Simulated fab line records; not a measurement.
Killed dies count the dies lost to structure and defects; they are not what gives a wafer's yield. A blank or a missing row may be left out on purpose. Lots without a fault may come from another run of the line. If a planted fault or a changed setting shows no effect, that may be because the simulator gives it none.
Chamber matching | flow sky130 | SKY_VIA3_CMP_24 on cmp-01: 4 sister chambers
The step polishes, stops on SiO2, t overpolish 20 s, target thk 0 nm. 8 wafers are shown with their chamber, then 8 later ones without.

## WAFERS WITH THEIR CHAMBER
wafer  | chamber | motor-current-A (A) | slurry-filter-dp-kPa (kPa)
L993.6 | 3       | 9.5                 | 13.35
L994.6 | 3       | 10.3                | 13.48
L995.2 | 1       | 11.6                | 13.51
L996.2 | 1       | 11.3                | 13.34
L996.4 | 2       | 13.8                | 13.43
L997.2 | 2       | 12.8                | 13.23
L997.6 | 0       | 11.2                | 13.48
L107.1 | 0       | 11.2                | 13.57

## WAFERS WITH NO CHAMBER GIVEN
wafer  | motor-current-A (A) | slurry-filter-dp-kPa (kPa)
L107.3 | 11.6                | 13.63
L107.4 | 12.9                | 13.36
L109.1 | 11.4                | 13.22
L109.4 | 13.1                | 13.49
L109.6 | 11.4                | 13.40
L111.1 | 11.4                | 13.50
L111.3 | 13.0                | 13.58
L111.5 | 10.8                | 13.48

## CHAMBER TAKEN BY EACH
wafer  | from the rows above          | in truth
L107.3 | can't be placed: 0 or 1      | 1
L107.4 | 2                            | 2
L109.1 | can't be placed: 1 or 0 or 3 | 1
L109.4 | 2                            | 2
L109.6 | can't be placed: 1 or 0      | 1
L111.1 | can't be placed: 0 or 1      | 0
L111.3 | can't be placed: 2 or 1 or 0 | 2
L111.5 | can't be placed: 0 or 1 or 3 | 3
2 of 8 placed correctly. Cannot be placed on the basis of these rows: 6; the candidates contain the true chamber in 6. 0 placed wrongly.
How it was worked out, from the rows above alone: a wafer's distance from a chamber is the root of the sum, over the readings, of the square of ((its reading less the chamber's mean) divided by the reading's scatter). The wafer belongs to the nearest chamber; if the next one is less than 2 further off, it can't be placed. A chamber's mean is the mean of its shown wafers. The scatter: take each reading less its chamber's mean, square it, sum over the shown wafers, divide by the number of wafers less the number of chambers, and take the root.
